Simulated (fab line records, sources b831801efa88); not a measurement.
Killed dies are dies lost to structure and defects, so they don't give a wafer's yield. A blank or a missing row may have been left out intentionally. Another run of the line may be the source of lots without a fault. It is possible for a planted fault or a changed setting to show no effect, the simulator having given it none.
A struck lot beside a sound one + flow sky130 + 15 out of 708 route steps
Sound: wafers L838.1, L838.2, L838.6. Struck: wafers L843.2, L843.3, L843.5. The cause is given at the end.
Per side, at each step with rows, come the tool, then ch with its chambers, and then its first start. Under that, the readings that differ: sound wafers + struck wafers + difference of the means + sigmas: that difference in standard deviations of wafers without a fault.
alike: words and numbers the same on both sides, and readings whose means are apart by under 2 such deviations; not compared: readings that were withheld, readings missing a value for some wafer, numbers with overlapping values and no deviation given by the record, and bounds like >300 which may hide the same value.
The two part at a step that has a row with sigmas, a row that says differs or no value, or rows on one side only. Non-overlapping numbers with no deviation appear without sigmas and do not part them. Lack of a reading on every wafer of one side parts them only where that side has two or more wafers.

SKY_VIA2_CMP_02: polishes SiO2.
  sound on cmp-01 ch 0,1, day 34 16:55; struck on cmp-01 ch 1,2, day 36 06:41
  alike: motorCurrentA, slurryFlowMlMin
SKY_VIA2_BOW_MEAS_03:
  sound on filmMetro-03, day 34 17:10; struck on filmMetro-01, day 36 07:01
  alike: VIA2_BOW
then, 8 steps without rows for these wafers: SKY_VIA2_DEHYDRATE_04 (time 60 s); SKY_VIA2_HMDS_05 (prime time 60 s); SKY_VIA2_COAT_06 (resist thk 60 nm); SKY_VIA2_COAT_07 (resist thk 450 nm); SKY_VIA2_SOFTBAKE_08 (time 90 s); SKY_VIA2_EXPOSE_09 (exposes mask VIM2, target cd 200 nm); SKY_VIA2_PEB_10; SKY_VIA2_DEVELOP_11 (develop time 60 s).
SKY_VIA2_CD_MEAS_12: the cd target is 200 nm.
  sound on cdSem-02, day 35 21:15; struck on cdSem-02, day 37 09:47
  alike: cdNm
SKY_VIA2_OVL_MEAS_13:
  sound on overlay-02, day 35 21:22; struck on overlay-02, day 37 09:54
  alike: VIA2_OVL
SKY_VIA2_ETCH_14: etches BARC in N2/H2, stops on SiO2, time 45.9 s, target depth 60 nm.
  sound on rieDiel-04 ch 2,3, day 35 21:25; struck on rieDiel-01 ch 0,1,3, day 37 09:56
| reading                                    | sound             | struck            | difference | sigmas |
|--------------------------------------------|-------------------|-------------------|------------|--------|
| oesProductAu (a.u.)                        | 0.860 0.851 0.851 | 0.925 0.928 0.929 | +0.073     | +15    |
| runLengthS (s)                             | 74.4 73.8 73.6    | 70.1 69.6 70.5    | -3.9       | -10    |
| model.KrF-thick_of_VIA2_COAT_07.thkNm (nm) | 393.2 392.3 392.1 | 394.2 394 394.1   | +1.6       |        |
  alike: drypumpMotorCurrentA, throttleValvePct
  not compared: rfHoursCounterH
SKY_VIA2_ETCH_15: etches SiO2 in C4F8/O2/Ar, stops on TiN, target depth 546 nm, time 84 s.
  sound on rieDiel-04 ch 2,3, day 35 21:27; struck on rieDiel-01 ch 0,1,3, day 37 09:58
  alike: oesProductAu, runLengthS
  not compared: rfHoursCounterH, model.KrF-thick_of_VIA2_COAT_07.thkNm
SKY_VIA2_STRIP_16: strips in O2/N2.
  sound on plasmaAsher-03 ch 0,1, day 35 21:31; struck on plasmaAsher-03 ch 0,1, day 37 10:02
  alike: drypumpMotorCurrentA, oesProductAu, stripTimeToEndpointS
  not compared: rfHoursCounterH

## WHERE THEY PART
Only at SKY_VIA2_ETCH_14, within this record. Later steps at which nothing parts them and some readings are alike: SKY_VIA2_ETCH_15, SKY_VIA2_STRIP_16.

WHY: whatever the simulator had introduced
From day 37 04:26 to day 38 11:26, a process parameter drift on rieDiel-01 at SKY_VIA2_ETCH_14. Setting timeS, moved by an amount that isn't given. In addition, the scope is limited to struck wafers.
